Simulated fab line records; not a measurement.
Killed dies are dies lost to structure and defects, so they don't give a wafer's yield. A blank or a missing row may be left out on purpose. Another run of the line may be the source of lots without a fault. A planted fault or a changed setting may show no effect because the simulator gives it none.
fab line records + flow sky130
[record]
- lots = 13
- wafers = 39
- last-day = 50
route steps=708 shown RES_XHIGH@340 LI_CONTACT@365
lots that met no fault: from a run of the same line without faults
start-h: the number of hours between the record's first day and the start of the first shown wafer of the lot + wait-h: how many hours have passed since the lot's step before this one + " repeats the value in the row above + L1.1+2: several wafers, shown together as one row + - either no value or no given start + * or withheld: withheld + < > ~ a bound
route shown NAME@n: a module of which the file shows steps, and the number in the route of the first + usual: average and standard deviation across the fault-free wafers + same: alike in all rows + chamber/n: place in a boat + sites: each site's reading + _std_site: the standard deviation of these + _edge_site: inner sites' mean taken away from outer sites' mean + radius-mm: for every site, how far away it sits from the centre of the wafer + mask NAME#n: copy n + behind: the most recent tool/chamber to have shaped the wafer + hold: reason for holding the lot/hours on hold/outcome of the hold + device: which transistor (n, p or np) failed to switch + end of line: the route-end tests of the same wafers + a step given without rows: its recipe and nothing more + killed: at the first sort, the dies lost to defects and structure; wafer yield is something else + map: per-die view of a wafer (x killed, . not killed, _ where there is no die)
set.NAME: the run value of the setting; set.NAME@STEP: its run value at that earlier step + model.NAME: the simulator's own value behind a step, which no gauge read
steps of the route over a sample of lots; a table a step, a row a wafer
services: when a tool's chamber went out of use (start-h, in hours from the record's first day, below 0 if earlier), for how many hours, and the reason
[[steps]]
[step SKY_RES_XHIGH_STRIP_08]
[recipe]
- chemistry = O2/N2
- power-w = 1400
- pressure-mtorr = 1500
- platen-temp-c = withheld
- o2-flow-sccm = 3000
- n2-flow-sccm = 300
- overash-fraction = 0.5
[usual]
- drypump-motor-current-A = 5.5/0.47
- oes-product-au = 0.712/0.0047
- strip-time-to-endpoint-s = 14.25/0.045
[same]
- overash-fraction = 0.5
| lot.wafer | tool            | chamber | start-h | wait-h | drypump-motor-current-A | oes-product-au | rf-hours-counter-h | strip-time-to-endpoint-s |
|-----------|-----------------|---------|---------|--------|-------------------------|----------------|--------------------|--------------------------|
| L806.1    | plasma-asher-02 | 0       | 611.73  | 0.1    | 6.3                     | 0.711          | 18                 | 14.18                    |
| L806.4    | "               | 0       | "       | "      | 6.3                     | 0.715          | -                  | 14.22                    |
| L806.5    | "               | 1       | "       | "      | 5.6                     | 0.711          | -                  | 14.24                    |
| L807.1    | plasma-asher-02 | 1       | 630.13  | 0.1    | 5.6                     | 0.721          | 20                 | 14.26                    |
| L807.3    | "               | 1       | "       | "      | 5.6                     | 0.708          | -                  | 14.26                    |
| L807.4    | "               | 0       | "       | "      | 6.4                     | 0.707          | -                  | 14.24                    |
| L808.1    | plasma-asher-01 | 1       | 635.38  | 0.1    | 5.1                     | 0.713          | 96                 | 14.24                    |
| L808.3    | "               | 0       | "       | "      | 4.9                     | 0.708          | -                  | 14.26                    |
| L808.6    | "               | 1       | "       | "      | 5.1                     | 0.714          | -                  | 14.20                    |
| L811.1    | plasma-asher-03 | 0       | 661.98  | 0.1    | 5.5                     | 0.712          | 81                 | 14.32                    |
| L811.2    | "               | 1       | "       | "      | 5.3                     | 0.711          | 81                 | 14.32                    |
| L811.4    | "               | 0       | "       | "      | 5.5                     | 0.710          | -                  | 14.29                    |
| L809.1    | plasma-asher-02 | 1       | 664.72  | 0.1    | 5.6                     | 0.716          | 24                 | 14.22                    |
| L809.2    | "               | 0       | "       | "      | 6.3                     | 0.714          | 24                 | 14.25                    |
| L809.6    | "               | 0       | "       | "      | 6.3                     | 0.713          | -                  | 14.16                    |
| L810.3    | plasma-asher-01 | 1       | 665.40  | 0.1    | 5.1                     | 0.710          | -                  | 14.25                    |
| L810.4    | "               | 0       | "       | "      | 4.9                     | 0.710          | -                  | 14.22                    |
| L810.5    | "               | 1       | "       | "      | 5.1                     | 0.705          | -                  | 14.22                    |
| L820.1    | plasma-asher-01 | 0       | 731.27  | 0.1    | 4.9                     | 0.721          | 107                | 14.21                    |
| L820.3    | "               | 0       | "       | "      | 4.9                     | 0.712          | -                  | 14.19                    |
| L820.6    | "               | 1       | "       | "      | 5.1                     | 0.709          | -                  | 14.24                    |
| L821.1    | plasma-asher-03 | 0       | 742.08  | 0.1    | 5.6                     | 0.701          | 88                 | 14.20                    |
| L821.3    | "               | 0       | "       | "      | 5.5                     | 0.711          | -                  | 14.19                    |
| L821.5    | "               | 1       | "       | "      | 5.3                     | 0.716          | -                  | 14.19                    |
| L824.1    | plasma-asher-02 | 1       | 759.48  | 0.1    | 5.6                     | 0.709          | 34                 | 14.21                    |
| L824.2    | "               | 0       | "       | "      | 6.3                     | 0.709          | 34                 | 14.21                    |
| L824.5    | "               | 0       | "       | "      | 6.3                     | 0.717          | -                  | 14.20                    |
| L825.2    | plasma-asher-01 | 1       | 763.18  | 0.1    | 5.1                     | 0.714          | 2                  | 14.28                    |
| L825.3    | "               | 0       | "       | "      | 4.9                     | 0.710          | -                  | 14.30                    |
| L825.6    | "               | 1       | "       | "      | 5.1                     | 0.723          | -                  | 14.29                    |
| L826.3    | plasma-asher-02 | 1       | 782.01  | 0.1    | 5.6                     | 0.707          | -                  | 14.24                    |
| L826.4    | "               | 0       | "       | "      | 6.3                     | 0.711          | -                  | 14.25                    |
| L826.5    | "               | 1       | "       | "      | 5.5                     | 0.712          | -                  | 14.24                    |
| L827.2    | plasma-asher-02 | 1       | 792.12  | 0.1    | 5.6                     | 0.708          | 37                 | 14.18                    |
| L827.3    | "               | 1       | "       | "      | 5.6                     | 0.714          | -                  | 14.17                    |
| L827.6    | "               | 1       | "       | "      | 5.6                     | 0.717          | -                  | 14.19                    |
| L828.1    | plasma-asher-03 | 0       | 797.07  | 0.1    | 5.5                     | 0.704          | 94                 | 14.32                    |
| L828.3    | "               | 0       | "       | "      | 5.5                     | 0.709          | -                  | 14.34                    |
| L828.6    | "               | 1       | "       | "      | 5.3                     | 0.710          | -                  | 14.33                    |
[step SKY_LI_CONTACT_BOW_MEAS_03]
[recipe]
- mode = bow
[usual]
- LI_CONTACT_BOW = 55/7.2
| lot.wafer | tool          | chamber | start-h | wait-h | LI_CONTACT_BOW[um] |
|-----------|---------------|---------|---------|--------|--------------------|
| L806.1    | film-metro-01 | -       | 642.59  | 0.1    | 60                 |
| L806.4    | "             | -       | "       | "      | 65                 |
| L806.5    | "             | -       | "       | "      | 45                 |
| L807.1    | film-metro-01 | -       | 660.47  | 0.2    | 51                 |
| L807.3    | "             | -       | "       | "      | 52                 |
| L807.4    | "             | -       | "       | "      | 50                 |
| L808.1    | film-metro-04 | -       | 666.32  | 0.1    | 57                 |
| L808.3    | "             | -       | "       | "      | 41                 |
| L808.6    | "             | -       | "       | "      | 60                 |
| L811.1    | film-metro-01 | -       | 691.80  | 0.2    | 51                 |
| L811.2    | "             | -       | "       | "      | 61                 |
| L811.4    | "             | -       | "       | "      | 64                 |
| L809.1    | film-metro-03 | -       | 693.95  | 0.2    | 50                 |
| L809.2    | "             | -       | "       | "      | 61                 |
| L809.6    | "             | -       | "       | "      | 60                 |
| L810.3    | film-metro-04 | -       | 694.43  | 0.1    | 54                 |
| L810.4    | "             | -       | "       | "      | 63                 |
| L810.5    | "             | -       | "       | "      | 61                 |
| L820.1    | film-metro-03 | -       | 759.38  | 0.1    | 63                 |
| L820.3    | "             | -       | "       | "      | 56                 |
| L820.6    | "             | -       | "       | "      | 61                 |
| L821.1    | film-metro-04 | -       | 770.67  | 0.1    | 57                 |
| L821.3    | "             | -       | "       | "      | 44                 |
| L821.5    | "             | -       | "       | "      | 54                 |
| L824.1    | film-metro-01 | -       | 787.43  | 0.2    | 53                 |
| L824.2    | "             | -       | "       | "      | 57                 |
| L824.5    | "             | -       | "       | "      | 61                 |
| L825.2    | film-metro-04 | -       | 791.55  | 0.3    | 45                 |
| L825.3    | "             | -       | "       | "      | 56                 |
| L825.6    | "             | -       | "       | "      | 63                 |
| L826.3    | film-metro-01 | -       | 810.99  | 0.3    | 58                 |
| L826.4    | "             | -       | "       | "      | 67                 |
| L826.5    | "             | -       | "       | "      | 56                 |
| L827.2    | film-metro-04 | -       | 820.61  | 0.3    | 40                 |
| L827.3    | "             | -       | "       | "      | 42                 |
| L827.6    | "             | -       | "       | "      | 46                 |
| L828.1    | film-metro-01 | -       | 825.31  | 0.2    | 59                 |
| L828.3    | "             | -       | "       | "      | 50                 |
| L828.6    | "             | -       | "       | "      | 61                 |
[step SKY_LI_CONTACT_OVL_MEAS_13]
[usual]
- LI_CONTACT_OVL = -1/4.4
| lot.wafer | tool       | chamber | start-h | wait-h | LI_CONTACT_OVL[nm] |
|-----------|------------|---------|---------|--------|--------------------|
| L806.1    | overlay-02 | -       | 671.23  | 0.1    | 2                  |
| L806.4    | "          | -       | "       | "      | 2                  |
| L806.5    | "          | -       | "       | "      | 1                  |
| L807.1    | overlay-02 | -       | 689.04  | 0.1    | -9                 |
| L807.3    | "          | -       | "       | "      | -2                 |
| L807.4    | "          | -       | "       | "      | -5                 |
| L808.1    | overlay-01 | -       | 695.05  | 0.1    | 1                  |
| L808.3    | "          | -       | "       | "      | 0                  |
| L808.6    | "          | -       | "       | "      | 4                  |
| L811.1    | overlay-02 | -       | 719.33  | 0.1    | 0                  |
| L811.2    | "          | -       | "       | "      | -7                 |
| L811.4    | "          | -       | "       | "      | -8                 |
| L809.1    | overlay-02 | -       | 721.78  | 0.1    | 1                  |
| L809.2    | "          | -       | "       | "      | -2                 |
| L809.6    | "          | -       | "       | "      | 0                  |
| L810.3    | overlay-02 | -       | 722.50  | 0.1    | -6                 |
| L810.4    | "          | -       | "       | "      | 0                  |
| L810.5    | "          | -       | "       | "      | -6                 |
| L820.1    | overlay-01 | -       | 786.40  | 0.1    | -4                 |
| L820.3    | "          | -       | "       | "      | 2                  |
| L820.6    | "          | -       | "       | "      | -1                 |
| L821.1    | overlay-01 | -       | 797.23  | 0.1    | -3                 |
| L821.3    | "          | -       | "       | "      | -7                 |
| L821.5    | "          | -       | "       | "      | -5                 |
| L824.1    | overlay-01 | -       | 813.94  | 0.1    | 0                  |
| L824.2    | "          | -       | "       | "      | -4                 |
| L824.5    | "          | -       | "       | "      | -4                 |
| L825.2    | overlay-01 | -       | 818.05  | 0.1    | 1                  |
| L825.3    | "          | -       | "       | "      | 3                  |
| L825.6    | "          | -       | "       | "      | -4                 |
| L826.3    | overlay-02 | -       | 836.54  | 0.1    | -7                 |
| L826.4    | "          | -       | "       | "      | -5                 |
| L826.5    | "          | -       | "       | "      | -11                |
| L827.2    | overlay-01 | -       | 847.40  | 0.1    | -8                 |
| L827.3    | "          | -       | "       | "      | -2                 |
| L827.6    | "          | -       | "       | "      | 6                  |
| L828.1    | overlay-02 | -       | 851.25  | 0.1    | 6                  |
| L828.3    | "          | -       | "       | "      | -2                 |
| L828.6    | "          | -       | "       | "      | -7                 |
[step SKY_LI_CONTACT_PRE_CLEAN_18]
[recipe]
- gas = Ar
- time-s = 5.6
- bias-v = 358
[usual]
- bias-v = 358/3.4
- time-s = 5.6/0
| lot.wafer | tool           | chamber | start-h | wait-h | bias-v | time-s |
|-----------|----------------|---------|---------|--------|--------|--------|
| L806.1    | pvd-sputter-03 | -       | 671.68  | 0.0    | 357    | 5.6    |
| L806.4    | "              | -       | "       | "      | 354    | 5.6    |
| L806.5    | "              | -       | "       | "      | 361    | 5.6    |
| L807.1    | pvd-sputter-02 | -       | 689.48  | 0.0    | 355    | 5.6    |
| L807.3    | "              | -       | "       | "      | 360    | 5.6    |
| L807.4    | "              | -       | "       | "      | 354    | 5.6    |
| L808.1    | pvd-sputter-02 | -       | 695.49  | 0.0    | 349    | 5.6    |
| L808.3    | "              | -       | "       | "      | 362    | 5.6    |
| L808.6    | "              | -       | "       | "      | 359    | 5.6    |
| L811.1    | pvd-sputter-04 | -       | 719.80  | 0.0    | 358    | 5.6    |
| L811.2    | "              | -       | "       | "      | 357    | 5.6    |
| L811.4    | "              | -       | "       | "      | 358    | 5.6    |
| L809.1    | pvd-sputter-03 | -       | 722.23  | 0.0    | -      | -      |
| L809.2    | "              | -       | "       | "      | -      | -      |
| L809.6    | "              | -       | "       | "      | -      | -      |
| L810.3    | pvd-sputter-02 | -       | 722.94  | 0.0    | -      | -      |
| L810.4    | "              | -       | "       | "      | -      | -      |
| L810.5    | "              | -       | "       | "      | -      | -      |
| L820.1    | pvd-sputter-03 | -       | 786.84  | 0.0    | 356    | 5.6    |
| L820.3    | "              | -       | "       | "      | 354    | 5.6    |
| L820.6    | "              | -       | "       | "      | 358    | 5.6    |
| L821.1    | pvd-sputter-03 | -       | 797.67  | 0.0    | 361    | 5.6    |
| L821.3    | "              | -       | "       | "      | 355    | 5.6    |
| L821.5    | "              | -       | "       | "      | 356    | 5.6    |
| L824.1    | pvd-sputter-03 | -       | 814.41  | 0.0    | 360    | 5.6    |
| L824.2    | "              | -       | "       | "      | 359    | 5.6    |
| L824.5    | "              | -       | "       | "      | 363    | 5.6    |
| L825.2    | pvd-sputter-03 | -       | 818.48  | 0.0    | 360    | 5.6    |
| L825.3    | "              | -       | "       | "      | 362    | 5.6    |
| L825.6    | "              | -       | "       | "      | 363    | 5.6    |
| L826.3    | pvd-sputter-04 | -       | 836.97  | 0.0    | 358    | 5.6    |
| L826.4    | "              | -       | "       | "      | 356    | 5.6    |
| L826.5    | "              | -       | "       | "      | 361    | 5.6    |
| L827.2    | pvd-sputter-02 | -       | 847.83  | 0.0    | 356    | 5.6    |
| L827.3    | "              | -       | "       | "      | 359    | 5.6    |
| L827.6    | "              | -       | "       | "      | 362    | 5.6    |
| L828.1    | pvd-sputter-04 | -       | 851.69  | 0.0    | 357    | 5.6    |
| L828.3    | "              | -       | "       | "      | 362    | 5.6    |
| L828.6    | "              | -       | "       | "      | 363    | 5.6    |
[[services]]
| tool            | chamber | start-h | hours | kind       |
|-----------------|---------|---------|-------|------------|
| plasma-asher-01 | -       | 591.32  | 3.3   | repair     |
| pvd-sputter-04  | -       | 593.83  | 4.0   | repair     |
| plasma-asher-03 | -       | 601.09  | 52.7  | repair     |
| pvd-sputter-03  | -       | 608.74  | 1.7   | repair     |
| plasma-asher-03 | -       | 623.90  | 3.5   | repair     |
| plasma-asher-02 | -       | 641.04  | 1.4   | repair     |
| pvd-sputter-03  | -       | 656.71  | 2.8   | repair     |
| plasma-asher-03 | -       | 702.76  | 7.7   | repair     |
| plasma-asher-01 | -       | 733.75  | 9.0   | pm         |
| plasma-asher-01 | 0       | 733.75  | 9.0   | vent-cycle |
| plasma-asher-01 | 1       | 733.75  | 9.0   | vent-cycle |
| plasma-asher-01 | 0       | 742.75  | -     | clean      |
| plasma-asher-01 | 1       | 742.75  | -     | clean      |
| plasma-asher-01 | -       | 750.62  | 2.0   | repair     |
| plasma-asher-03 | -       | 757.62  | 2.1   | repair     |
| plasma-asher-03 | -       | 768.43  | 0.8   | repair     |
| pvd-sputter-03  | -       | 798.98  | 1.0   | repair     |
| plasma-asher-02 | -       | 827.12  | 2.6   | repair     |
| plasma-asher-01 | -       | 833.83  | 1.3   | repair     |
| pvd-sputter-02  | -       | 834.49  | 2.3   | repair     |
[[key]]
[first-sign]
- step = SKY_LI_CONTACT_PRE_CLEAN_18
- reading = tool-record
- direction = missing
effect none on later readings
met-at SKY_LI_CONTACT_PRE_CLEAN_18
struck-lots L809,L810
tester-left-out L809,L810
not-acting-at SKY_RES_XHIGH_STRIP_08,SKY_LI_CONTACT_BOW_MEAS_03,SKY_LI_CONTACT_OVL_MEAS_13
onset-between 695.49 722.23
[fault]
- kind = skipped-step-whole
- tool = pvd-sputter-02,pvd-sputter-03
- chamber = -
- onset-h = 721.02
- steps = SKY_LI_CONTACT_PRE_CLEAN_18
- scope = struck-lots-only
// tester-left-out: of these lots the tester's yield and bins aren't shown, on N5 and GAA mostly nor the transistor test; their killed dies are dies lost to structure and defects alone, not to doping, threshold or leakage, so they don't give the yield
